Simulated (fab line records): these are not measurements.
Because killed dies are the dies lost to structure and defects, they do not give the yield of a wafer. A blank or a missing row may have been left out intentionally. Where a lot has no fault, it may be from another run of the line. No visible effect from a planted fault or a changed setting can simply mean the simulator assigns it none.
fab line records -- flow sky130
record: lots: 6, wafers: 18, last_day: 50
route steps=708 shown SONOS_TUNNEL@155 SONOS_ONO@168 PAD_OPEN@708
lots with no fault: from the same line, run without faults
start_h: hours from the record's first day to the start of the lot's first wafer shown -- wait_h: hours elapsed since this lot's preceding step -- " unchanged from the row above -- L1.1+2: one row covering several wafers at once -- - no value, or no start given -- * or withheld: withheld -- < > ~ a bound
route shown NAME@n: a module of which the file shows steps, and the number in the route of the first -- usual: mean and standard deviation over wafers with no fault -- same: alike in all rows -- chamber/n: place in a boat -- sites: the reading at each site -- _std_site: standard deviation across them -- _edge_site: inner sites' mean taken away from outer sites' mean -- radius_mm: how far each site lies from the wafer's centre -- mask NAME#n: copy n -- behind: tool/chamber where the wafer was last shaped -- hold: reason for holding the lot/hours on hold/outcome of the hold -- device: which transistor (n, p or np) failed to switch -- end of line: at the end of the route, the tests of the same wafers -- a step without rows: its recipe alone -- killed: not the wafer's yield, but the dies lost to structure and defects at the first sort -- map: shows each die of a wafer: x if killed, . if not, _ if none is there
set.NAME: the setting that was run; set.NAME@STEP: the one run at that earlier step -- model.NAME: the simulator's own value behind a step, which no gauge read
lots at selected steps of the route; one table per step, one row per wafer
services: from which hour (start_h, from the record's first day; less than 0 if before it) a tool's chamber was out of use, for how many hours, and why
== steps ==
step: SKY_SONOS_TUNNEL_HMDS_01
recipe: prime_time_s: 60, prime_temp_c: 120
step: SKY_SONOS_TUNNEL_COAT_02
recipe: resist: NOVOLAK, spin_rpm: 3000, resist_thk_nm: 1140
step: SKY_SONOS_TUNNEL_SOFTBAKE_03
recipe: temp_c: 90, time_s: 60, resist: NOVOLAK
step: SKY_SONOS_TUNNEL_EXPOSE_04
recipe: mask_id: TUNM, na: 0.6, source_shape: conventional, sigma_outer: 0.6, polarization: unpolarized, target_cd_nm: 410, dose_mj: 136
step: SKY_SONOS_TUNNEL_PEB_05
recipe: temp_c: withheld, time_s: *, resist: NOVOLAK
step: SKY_SONOS_TUNNEL_DEVELOP_06
recipe: resist: NOVOLAK, developer: TMAH, develop_time_s: 60, dev_temp_c: 23
step: SKY_SONOS_TUNNEL_CD_MEAS_07
recipe: target_cd_nm: 410
usual: cd_nm: 410.2/2.4
lot.wafer,tool,chamber,start_h,wait_h,cd_nm
L521.4,cd_sem-02,-,319.56,0.1,406.0
L521.5,cd_sem-02,-,319.56,0.1,407.2
L521.6,cd_sem-02,-,319.56,0.1,405.8
L523.1,cd_sem-02,-,333.35,0.1,411.8
L523.2,cd_sem-02,-,333.35,0.1,410.4
L523.4,cd_sem-02,-,333.35,0.1,410.6
L524.1,cd_sem-02,-,342.80,0.1,407.1
L524.2,cd_sem-02,-,342.80,0.1,408.3
L524.4,cd_sem-02,-,342.80,0.1,406.9
L530.1,cd_sem-02,-,396.10,0.1,411.5
L530.2,cd_sem-02,-,396.10,0.1,411.2
L530.3,cd_sem-02,-,396.10,0.1,413.7
L533.1,cd_sem-01,-,418.90,0.1,410.8
L533.2,cd_sem-01,-,418.90,0.1,408.1
L533.5,cd_sem-01,-,418.90,0.1,411.2
L534.1,cd_sem-01,-,423.55,0.1,414.2
L534.2,cd_sem-01,-,423.55,0.1,408.5
L534.3,cd_sem-01,-,423.55,0.1,410.0
step: SKY_SONOS_TUNNEL_OVL_MEAS_08
usual: SONOS_TUNNEL_OVL: 0.0/1.2
lot.wafer,tool,chamber,start_h,wait_h,SONOS_TUNNEL_OVL[nm]
L521.4,overlay-01,-,319.64,0.1,1.5
L521.5,overlay-01,-,319.64,0.1,0.8
L521.6,overlay-01,-,319.64,0.1,1.6
L523.1,overlay-02,-,333.47,0.1,0.1
L523.2,overlay-02,-,333.47,0.1,0.5
L523.4,overlay-02,-,333.47,0.1,-0.6
L524.1,overlay-01,-,342.92,0.1,0.8
L524.2,overlay-01,-,342.92,0.1,-0.2
L524.4,overlay-01,-,342.92,0.1,0.4
L530.1,overlay-02,-,396.22,0.1,0.8
L530.2,overlay-02,-,396.22,0.1,0.4
L530.3,overlay-02,-,396.22,0.1,0.7
L533.1,overlay-02,-,419.02,0.1,2.4
L533.2,overlay-02,-,419.02,0.1,1.5
L533.5,overlay-02,-,419.02,0.1,1.1
L534.1,overlay-02,-,423.67,0.1,1.3
L534.2,overlay-02,-,423.67,0.1,0.2
L534.3,overlay-02,-,423.67,0.1,-0.5
step: SKY_SONOS_TUNNEL_IMPLANT_09
recipe: species: B, energy_kev: 20, dose_cm2: 1e+12, tilt_deg: withheld
step: SKY_SONOS_TUNNEL_WET_ETCH_10
recipe: chemistry: dHF, target_depth_nm: 14, target: SiO2, dilution: 100:1, temp_c: 25, time_s: 280
step: SKY_SONOS_TUNNEL_STRIP_11
recipe: chemistry: SPM, time_s: 600, temp_c: 130
step: SKY_SONOS_TUNNEL_TW_MEAS_12
usual: SONOS_TUNNEL_TW: 199.2/1.7
lot.wafer,tool,chamber,start_h,wait_h,SONOS_TUNNEL_TW
L521.4,film_metro-03,-,320.28,0.0,201.1
L521.5,film_metro-03,-,320.28,0.0,201.6
L521.6,film_metro-03,-,320.28,0.0,200.4
L523.1,film_metro-01,-,333.93,0.0,197.2
L523.2,film_metro-01,-,333.93,0.0,197.2
L523.4,film_metro-01,-,333.93,0.0,198.0
L524.1,film_metro-02,-,343.42,0.0,200.2
L524.2,film_metro-02,-,343.42,0.0,200.8
L524.4,film_metro-02,-,343.42,0.0,200.1
L530.1,film_metro-03,-,396.68,0.0,200.9
L530.2,film_metro-03,-,396.68,0.0,199.7
L530.3,film_metro-03,-,396.68,0.0,200.1
L533.1,film_metro-01,-,419.57,0.0,198.7
L533.2,film_metro-01,-,419.57,0.0,199.4
L533.5,film_metro-01,-,419.57,0.0,199.7
L534.1,film_metro-03,-,424.24,0.0,202.0
L534.2,film_metro-03,-,424.24,0.0,201.5
L534.3,film_metro-03,-,424.24,0.0,200.9
step: SKY_SONOS_TUNNEL_CLEAN_13
recipe: chemistry: dHF, time_s: 20, dilution: 100:1, dry: ipa_marangoni
usual: time_s: 20/0
lot.wafer,tool,chamber,start_h,wait_h,time_s,model.SiO2_of_NWELL_OXIDATION_01.thk_nm
L521.4,wet_bench-03,3,320.31,0.0,20,9.041
L521.5,wet_bench-03,3,320.31,0.0,20,9.129
L521.6,wet_bench-03,3,320.31,0.0,20,9.038
L523.1,wet_bench-02,0,333.99,0.1,-,9.54
L523.2,wet_bench-02,0,333.99,0.1,-,9.429
L523.4,wet_bench-02,0,333.99,0.1,-,9.43
L524.1,wet_bench-04,1,343.48,0.1,-,10.13
L524.2,wet_bench-04,1,343.48,0.1,-,10.25
L524.4,wet_bench-04,1,343.48,0.1,-,10.15
L530.1,wet_bench-04,2,396.74,0.1,20,8.827
L530.2,wet_bench-04,2,396.74,0.1,20,8.796
L530.3,wet_bench-04,2,396.74,0.1,20,8.902
L533.1,wet_bench-02,3,419.63,0.1,20,9.023
L533.2,wet_bench-02,3,419.63,0.1,20,8.979
L533.5,wet_bench-02,3,419.63,0.1,20,9.084
L534.1,wet_bench-02,1,424.30,0.1,20,8.692
L534.2,wet_bench-02,1,424.30,0.1,20,8.848
L534.3,wet_bench-02,1,424.30,0.1,20,8.812
step: SKY_SONOS_ONO_OXIDATION_00
recipe: temp_c: 800, ambient: O2, idle_temp_c: 700, ramp_up_c_per_min: 10, ramp_down_c_per_min: 3, stabilise_s: 600, purge_s: 300, target_thk_a: 26, ox_time_s: 1249
step: SKY_SONOS_ONO_THK_MEAS_01
recipe: reads: SiO2_of_SONOS_ONO_OXIDATION_00
usual: SONOS_ONO_OXIDATION_THK: 2.59/0.061
lot.wafer,tool,chamber,start_h,wait_h,SONOS_ONO_OXIDATION_THK[nm]
L521.4,film_metro-03,-,321.71,0.0,2.52
L521.5,film_metro-03,-,321.71,0.0,2.58
L521.6,film_metro-03,-,321.71,0.0,2.59
L523.1,film_metro-04,-,336.03,0.0,2.53
L523.2,film_metro-04,-,336.03,0.0,2.52
L523.4,film_metro-04,-,336.03,0.0,2.59
L524.1,film_metro-04,-,345.57,0.0,2.71
L524.2,film_metro-04,-,345.57,0.0,2.61
L524.4,film_metro-04,-,345.57,0.0,2.63
L530.1,film_metro-02,-,399.24,0.0,2.60
L530.2,film_metro-02,-,399.24,0.0,2.58
L530.3,film_metro-02,-,399.24,0.0,2.65
L533.1,film_metro-03,-,420.99,0.0,2.57
L533.2,film_metro-03,-,420.99,0.0,2.55
L533.5,film_metro-03,-,420.99,0.0,2.53
L534.1,film_metro-04,-,425.66,0.0,2.69
L534.2,film_metro-04,-,425.66,0.0,2.74
L534.3,film_metro-04,-,425.66,0.0,2.67
step: SKY_SONOS_ONO_CVD_02
recipe: material: Si3N4, precursor: DCS/NH3, target_thk_nm: 10.5, temp_c: 770, time_s: 180, pressure_mtorr: 250
step: SKY_SONOS_ONO_THK_MEAS_03
recipe: reads: Si3N4_of_SONOS_ONO_CVD_02
usual: SONOS_ONO_CVD_02_THK: 10.46/0.15
lot.wafer,tool,chamber,start_h,wait_h,SONOS_ONO_CVD_02_THK[nm]
L521.4,film_metro-02,-,324.56,0.0,10.63
L521.5,film_metro-02,-,324.56,0.0,10.48
L521.6,film_metro-02,-,324.56,0.0,10.49
L523.1,film_metro-03,-,339.86,0.0,10.54
L523.2,film_metro-03,-,339.86,0.0,10.51
L523.4,film_metro-03,-,339.86,0.0,10.44
L524.1,film_metro-03,-,349.97,0.0,10.47
L524.2,film_metro-03,-,349.97,0.0,10.36
L524.4,film_metro-03,-,349.97,0.0,10.37
L530.1,film_metro-04,-,400.96,0.0,10.23
L530.2,film_metro-04,-,400.96,0.0,10.34
L530.3,film_metro-04,-,400.96,0.0,10.22
L533.1,film_metro-03,-,422.63,0.0,10.51
L533.2,film_metro-03,-,422.63,0.0,10.35
L533.5,film_metro-03,-,422.63,0.0,10.44
L534.1,film_metro-04,-,427.56,0.0,10.39
L534.2,film_metro-04,-,427.56,0.0,10.33
L534.3,film_metro-04,-,427.56,0.0,10.46
step: SKY_SONOS_ONO_CVD_04
recipe: material: SiO2, precursor: SiH4/N2O, target_thk_nm: 5.7199, temp_c: 900, pressure_mtorr: 400
step: SKY_SONOS_ONO_THK_MEAS_05
recipe: reads: SiO2_of_SONOS_ONO_CVD_04
usual: SONOS_ONO_CVD_04_THK: 5.66/0.11
lot.wafer,tool,chamber,start_h,wait_h,SONOS_ONO_CVD_04_THK[nm]
L521.4,film_metro-03,-,325.87,0.0,5.65
L521.5,film_metro-03,-,325.87,0.0,5.66
L521.6,film_metro-03,-,325.87,0.0,5.69
L523.1,film_metro-02,-,341.17,0.0,5.70
L523.2,film_metro-02,-,341.17,0.0,5.79
L523.4,film_metro-02,-,341.17,0.0,5.69
L524.1,film_metro-02,-,351.28,0.0,5.72
L524.2,film_metro-02,-,351.28,0.0,5.62
L524.4,film_metro-02,-,351.28,0.0,5.71
L530.1,film_metro-02,-,402.27,0.0,5.89
L530.2,film_metro-02,-,402.27,0.0,5.85
L530.3,film_metro-02,-,402.27,0.0,5.92
L533.1,film_metro-04,-,424.56,0.0,5.67
L533.2,film_metro-04,-,424.56,0.0,5.74
L533.5,film_metro-04,-,424.56,0.0,5.86
L534.1,film_metro-02,-,428.87,0.0,5.75
L534.2,film_metro-02,-,428.87,0.0,5.72
L534.3,film_metro-02,-,428.87,0.0,5.72
step: SKY_SONOS_ONO_DEHYDRATE_06
recipe: temp_c: 200, time_s: 60
step: SKY_SONOS_ONO_HMDS_07
recipe: prime_time_s: 60, prime_temp_c: 120
step: SKY_SONOS_ONO_COAT_08
recipe: resist: NOVOLAK, spin_rpm: 3000, resist_thk_nm: 1140
step: SKY_SONOS_ONO_SOFTBAKE_09
recipe: temp_c: 90, time_s: 60, resist: NOVOLAK
step: SKY_SONOS_ONO_EXPOSE_10
recipe: mask_id: ONOM, target_cd_nm: 410, na: 0.6, source_shape: conventional, sigma_outer: 0.6, dose_mj: 150
step: SKY_SONOS_ONO_PEB_11
recipe: temp_c: withheld, time_s: *, resist: NOVOLAK
step: SKY_SONOS_ONO_DEVELOP_12
recipe: develop_time_s: 60, dev_temp_c: 23
step: SKY_SONOS_ONO_CD_MEAS_13
recipe: target_cd_nm: 410
usual: cd_nm: 409.8/2.4
lot.wafer,tool,chamber,start_h,wait_h,cd_nm
L521.4,cd_sem-02,-,353.11,2.0,406.1
L521.5,cd_sem-02,-,353.11,2.0,409.7
L521.6,cd_sem-02,-,353.11,2.0,403.9
L523.1,cd_sem-02,-,367.92,0.2,408.2
L523.2,cd_sem-02,-,367.92,0.2,407.4
L523.4,cd_sem-02,-,367.92,0.2,409.9
L524.1,cd_sem-02,-,379.05,0.1,410.5
L524.2,cd_sem-02,-,379.05,0.1,410.3
L524.4,cd_sem-02,-,379.05,0.1,412.3
L530.1,cd_sem-01,-,432.45,0.1,410.0
L530.2,cd_sem-01,-,432.45,0.1,411.8
L530.3,cd_sem-01,-,432.45,0.1,411.1
L533.1,cd_sem-02,-,455.45,0.1,408.4
L533.2,cd_sem-02,-,455.45,0.1,406.4
L533.5,cd_sem-02,-,455.45,0.1,407.4
L534.1,cd_sem-01,-,460.30,0.1,410.1
L534.2,cd_sem-01,-,460.30,0.1,407.8
L534.3,cd_sem-01,-,460.30,0.1,409.5
step: SKY_SONOS_ONO_OVL_MEAS_14
usual: SONOS_ONO_OVL: -1.0/1.3
lot.wafer,tool,chamber,start_h,wait_h,SONOS_ONO_OVL[nm]
L521.4,overlay-01,-,353.19,0.1,0.2
L521.5,overlay-01,-,353.19,0.1,-2.6
L521.6,overlay-01,-,353.19,0.1,-1.0
L523.1,overlay-02,-,368.04,0.1,-2.7
L523.2,overlay-02,-,368.04,0.1,-1.5
L523.4,overlay-02,-,368.04,0.1,-1.4
L524.1,overlay-01,-,379.17,0.1,2.1
L524.2,overlay-01,-,379.17,0.1,1.8
L524.4,overlay-01,-,379.17,0.1,1.9
L530.1,overlay-01,-,432.57,0.1,-2.2
L530.2,overlay-01,-,432.57,0.1,-2.0
L530.3,overlay-01,-,432.57,0.1,0.8
L533.1,overlay-02,-,455.57,0.1,-2.6
L533.2,overlay-02,-,455.57,0.1,0.6
L533.5,overlay-02,-,455.57,0.1,-1.2
L534.1,overlay-01,-,460.42,0.1,-2.8
L534.2,overlay-01,-,460.42,0.1,-1.3
L534.3,overlay-01,-,460.42,0.1,-0.9
step: SKY_SONOS_ONO_ETCH_15
recipe: target_depth_nm: 19.52, chemistry: CHF3/O2, source_w: 600, bias_w: 200, pressure_mtorr: 40, chf3_flow_sccm: 50, O2_flow_sccm: 5, time_s: 7.8
usual: drypump_motor_current_A: 5.4/0.32, oes_product_au: 0.997/0.0098, throttle_valve_pct: 8.825/0.0092
same: time_s: 7.8
lot.wafer,tool,chamber,start_h,wait_h,drypump_motor_current_A,oes_product_au,rf_hours_counter_h,throttle_valve_pct,model.SiO2_of_NWELL_OXIDATION_01.thk_nm
L521.4,rie_diel-02,2,353.21,0.0,5.2,0.990,4,8.848,5.812
L521.5,rie_diel-02,3,353.21,0.0,5.8,0.980,-,8.802,5.927
L521.6,rie_diel-02,2,353.21,0.0,5.3,0.984,-,8.829,5.792
L523.1,rie_diel-02,2,368.08,0.0,5.2,1.002,5,8.818,6.255
L523.2,rie_diel-02,3,368.08,0.0,5.8,0.977,5,8.837,6.188
L523.4,rie_diel-02,0,368.08,0.0,5.1,1.005,67,8.829,6.122
L524.1,rie_diel-02,1,379.21,0.0,5.8,0.992,51,8.805,6.917
L524.2,rie_diel-02,0,379.21,0.0,5.1,1.005,67,8.830,6.966
L524.4,rie_diel-02,2,379.21,0.0,5.2,0.990,5,8.824,6.898
L530.1,rie_diel-01,1,432.61,0.0,5.8,0.987,0,8.825,5.532
L530.2,rie_diel-01,3,432.61,0.0,5.5,0.996,36,8.841,5.514
L530.3,rie_diel-01,2,432.61,0.0,4.9,1.014,5,8.831,5.514
L533.1,rie_diel-01,2,455.61,0.0,4.9,1.015,6,8.845,5.644
L533.2,rie_diel-01,3,455.61,0.0,5.5,1.004,36,8.832,5.665
L533.5,rie_diel-01,2,455.61,0.0,4.9,1.018,-,8.827,5.72
L534.1,rie_diel-01,1,460.46,0.0,5.8,0.990,1,8.822,5.416
L534.2,rie_diel-01,3,460.46,0.0,5.5,0.997,36,8.826,5.544
L534.3,rie_diel-01,0,460.46,0.0,5.5,0.992,3,8.831,5.509
step: SKY_SONOS_ONO_WET_ETCH_16
recipe: chemistry: dHF, target_depth_nm: 14, dry: n2_spin, target: SiO2, dilution: 100:1, temp_c: 25, time_s: 280
step: SKY_PAD_OPEN_PROBE_99
usual: killed_at_M0_to_M3: 44/6.4, killed_at_M4_up: 3.0/1.8, killed_at_contacts: 24/5, killed_at_front_end: 16/4.3, killed_at_other: 0.4/0.76, killed_dies: 88/8.6, killed_open: 47/7.2, killed_short: 40/5.5
same: gross_dies: 492, killed_at_back_side: 0
lot.wafer,tool,chamber,start_h,wait_h,killed_at_M0_to_M3,killed_at_M4_up,killed_at_contacts,killed_at_front_end,killed_at_other,killed_dies,killed_open,killed_short,model.etest.cap_ono.gate_bv_v,model.etest.cap_ono.gate_log10_a_cm2,model.etest.sonos_baked.vt_less_v,model.etest.sonos_baked.vt_v
L521.4,prober-02,-,1125.05,0.2,42,3,21,24,0,90,43,47,16.13,-7.967,-0.4908,1.001
L521.5,prober-02,-,1125.10,0.2,43,4,22,10,0,79,40,39,16.27,-7.922,-0.5267,0.9434
L521.6,prober-02,-,1125.15,0.2,38,3,23,15,0,79,42,36,17.01,-7.862,-0.4854,1.013
L523.1,prober-02,-,1134.21,0.1,47,7,19,20,0,93,43,49,13.1,-6.111,-0.7611,0.7395
L523.2,prober-02,-,1134.26,0.1,37,3,22,23,1,86,50,36,13.01,-6.218,-0.7769,0.7046
L523.4,prober-02,-,1134.36,0.2,47,3,22,21,0,93,56,37,12.81,-6.122,-0.7421,0.7401
L524.1,prober-01,-,1139.22,0.1,42,5,21,13,0,81,41,39,13.26,-6.22,-0.747,0.7356
L524.2,prober-01,-,1139.27,0.1,36,4,24,13,0,77,39,37,13,-6.065,-0.739,0.7762
L524.4,prober-01,-,1139.37,0.2,42,4,26,13,2,87,41,45,12.86,-6.128,-0.6912,0.7623
L530.1,prober-02,-,1180.17,0.1,38,1,27,23,0,89,49,40,16.41,-8.045,-0.5351,0.8931
L530.2,prober-02,-,1180.22,0.1,54,3,33,19,1,110,63,47,16.19,-8.094,-0.4819,0.9102
L530.3,prober-02,-,1180.27,0.2,43,2,21,21,0,87,44,43,16.01,-8.04,-0.4812,0.9238
L533.1,prober-02,-,1190.37,0.1,37,3,29,19,0,88,44,43,16.15,-7.806,-0.5034,1.008
L533.2,prober-02,-,1190.42,0.1,45,5,26,13,1,90,50,40,16.33,-7.915,-0.5276,0.9719
L533.5,prober-02,-,1190.57,0.2,45,6,30,14,0,95,50,44,16.3,-7.952,-0.5418,0.9161
L534.1,prober-01,-,1191.87,0.1,46,3,22,17,1,89,43,45,16.43,-8.009,-0.4543,0.9656
L534.2,prober-01,-,1191.92,0.1,44,6,22,9,0,81,40,41,16.51,-7.956,-0.4572,0.9872
L534.3,prober-01,-,1191.97,0.2,43,2,19,16,3,83,42,39,16.85,-7.98,-0.5094,0.9567
killed by level:class
L521.4 VIA1:geometric_particle:open=13 METAL1:geometric_particle:short=9 CONTACT:geometric_particle:short=7 POLY_GATE:geometric_particle:short=6 POLY_GATE:geometric_particle:open=6 VIA3:geometric_particle:open=6 LI_CONTACT:geometric_particle:open=5 VIA1:geometric_particle:short=5
L521.5 CONTACT:geometric_particle:open=10 VIA1:geometric_particle:open=7 CONTACT:geometric_particle:short=6 METAL2:geometric_particle:short=6 METAL1:geometric_particle:short=5 METAL3:geometric_particle:short=5 VIA3:geometric_particle:short=4 VIA1:geometric_particle:short=4
L521.6 VIA1:geometric_particle:open=10 CONTACT:geometric_particle:open=9 CONTACT:geometric_particle:short=7 FIELD_ISO:geometric_particle:open=5 METAL1:geometric_particle:short=5 VIA3:geometric_particle:open=5 POLY_GATE:geometric_particle:open=4 METAL2:geometric_particle:short=4
L523.1 CONTACT:geometric_particle:open=10 METAL2:geometric_particle:short=10 VIA1:geometric_particle:open=7 VIA3:geometric_particle:open=6 FIELD_ISO:geometric_particle:open=5 FIELD_ISO:geometric_particle:short=5 METAL4:geometric_particle:short=5 POLY_GATE:geometric_particle:open=4
L523.2 VIA1:geometric_particle:open=11 FIELD_ISO:geometric_particle:open=8 LI_CONTACT:geometric_particle:open=7 METAL1:geometric_particle:short=6 CONTACT:geometric_particle:open=6 CONTACT:geometric_particle:short=5 VIA3:geometric_particle:open=5 POLY_GATE:geometric_particle:open=4
L523.4 CONTACT:geometric_particle:open=10 VIA1:geometric_particle:open=8 LI_CONTACT:geometric_particle:open=7 VIA3:geometric_particle:open=7 POLY_GATE:geometric_particle:open=6 VIA2:geometric_particle:open=6 METAL2:geometric_particle:short=5 METAL1:geometric_particle:short=5
L524.1 VIA1:geometric_particle:short=10 VIA1:geometric_particle:open=8 CONTACT:geometric_particle:open=7 LI_CONTACT:geometric_particle:open=6 VIA2:geometric_particle:open=6 METAL2:geometric_particle:short=4 CONTACT:geometric_particle:short=4 METAL1:geometric_particle:short=4
L524.2 METAL1:geometric_particle:short=10 VIA1:geometric_particle:open=10 CONTACT:geometric_particle:open=8 POLY_GATE:geometric_particle:short=5 LI_CONTACT:geometric_particle:open=5 VIA2:geometric_particle:open=4 VIA3:geometric_particle:short=4 POLY_GATE:geometric_particle:open=3
L524.4 VIA1:geometric_particle:open=13 CONTACT:geometric_particle:open=9 METAL1:geometric_particle:short=9 LI_CONTACT:geometric_particle:short=6 VIA1:geometric_particle:short=5 VIA3:geometric_particle:open=5 FIELD_ISO:geometric_particle:short=4 CONTACT:geometric_particle:short=4
L530.1 VIA1:geometric_particle:open=10 VIA3:geometric_particle:open=10 FIELD_ISO:geometric_particle:open=8 LOCAL_INTERCONNECT:geometric_particle:short=7 CONTACT:geometric_particle:short=6 CONTACT:geometric_particle:open=6 LI_CONTACT:geometric_particle:open=5 VIA3:geometric_particle:short=5
L530.2 LI_CONTACT:geometric_particle:open=16 VIA1:geometric_particle:open=15 POLY_GATE:geometric_particle:short=8 CONTACT:geometric_particle:open=8 METAL2:geometric_particle:short=8 VIA1:geometric_particle:short=7 VIA2:geometric_particle:open=7 METAL1:geometric_particle:short=6
L530.3 VIA3:geometric_particle:open=8 VIA1:geometric_particle:open=8 VIA2:geometric_particle:short=8 LI_CONTACT:geometric_particle:open=7 LOCAL_INTERCONNECT:geometric_particle:short=7 FIELD_ISO:geometric_particle:short=6 FIELD_ISO:geometric_particle:open=5 POLY_GATE:geometric_particle:open=4
L533.1 CONTACT:geometric_particle:open=12 VIA1:geometric_particle:open=9 VIA3:geometric_particle:open=7 FIELD_ISO:geometric_particle:short=6 CONTACT:geometric_particle:short=6 VIA2:geometric_particle:open=6 POLY_GATE:geometric_particle:open=5 LOCAL_INTERCONNECT:geometric_particle:short=5
L533.2 VIA2:geometric_particle:open=9 CONTACT:geometric_particle:open=8 CONTACT:geometric_particle:short=7 VIA3:geometric_particle:open=7 LI_CONTACT:geometric_particle:open=6 VIA1:geometric_particle:open=5 METAL2:geometric_particle:short=5 METAL3:geometric_particle:short=5
L533.5 CONTACT:geometric_particle:open=12 VIA1:geometric_particle:open=12 LI_CONTACT:geometric_particle:open=7 VIA2:geometric_particle:open=7 FIELD_ISO:geometric_particle:short=5 CONTACT:geometric_particle:short=5 VIA1:geometric_particle:short=5 POLY_GATE:geometric_particle:short=4
L534.1 VIA1:geometric_particle:open=10 LI_CONTACT:geometric_particle:open=9 VIA1:geometric_particle:short=8 VIA3:geometric_particle:open=7 METAL2:geometric_particle:short=6 LOCAL_INTERCONNECT:geometric_particle:short=5 METAL1:geometric_particle:short=5 VIA2:geometric_particle:open=5
L534.2 VIA1:geometric_particle:open=10 LI_CONTACT:geometric_particle:open=9 METAL2:geometric_particle:short=7 VIA3:geometric_particle:open=6 VIA1:geometric_particle:short=5 LOCAL_INTERCONNECT:geometric_particle:short=4 METAL4:geometric_particle:short=4 LI_CONTACT:geometric_particle:short=3
L534.3 VIA1:geometric_particle:open=11 CONTACT:geometric_particle:open=7 METAL2:geometric_particle:short=7 VIA2:geometric_particle:open=7 FIELD_ISO:geometric_particle:short=6 METAL1:geometric_particle:short=6 LI_CONTACT:geometric_particle:open=5 LOCAL_INTERCONNECT:geometric_particle:short=4
== services ==
tool,chamber,start_h,hours,kind
rie_diel-02,-,312.09,0.3,repair
rie_diel-01,1,343.65,-,clean
rie_diel-01,1,343.65,15.5,scheduled_down
rie_diel-01,1,343.65,15.5,vent_cycle
rie_diel-02,-,346.84,0.1,repair
rie_diel-01,-,362.14,42.8,repair
rie_diel-01,3,377.85,6.9,repair
wet_bench-02,-,382.39,3.0,repair
wet_bench-04,-,411.58,4.5,repair
rie_diel-02,1,425.63,4.2,repair
rie_diel-02,3,452.45,7.0,repair
== key ==
first_sign: step: SKY_SONOS_TUNNEL_CLEAN_13, reading: tool_record, direction: missing
effect none on later readings
model_effect: step: SKY_SONOS_TUNNEL_CLEAN_13, value: SiO2_of_NWELL_OXIDATION_01.thk_nm, without: 8.937, struck: 9.823
model_effect: step: SKY_SONOS_ONO_ETCH_15, value: SiO2_of_NWELL_OXIDATION_01.thk_nm, without: 5.671, struck: 6.557
model_effect: step: SKY_PAD_OPEN_PROBE_99, value: etest.cap_ono.gate_bv_v, without: 16.54, struck: 13.01
met_at SKY_SONOS_TUNNEL_CLEAN_13
struck_wafers L523.1,L523.2,L523.4,L524.1,L524.2,L524.4
tester_left_out L523,L524
fault: kind: skipped_step_whole, tool: wet_bench-02,wet_bench-04, chamber: -, onset_h: 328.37, steps: SKY_SONOS_TUNNEL_CLEAN_13, scope: struck_lots_only
tester_left_out: of these lots the tester's yield and bins aren't shown, on N5 and GAA mostly nor the transistor test; their killed dies are dies lost to structure and defects alone, not to doping, threshold or leakage, so they don't give the yield
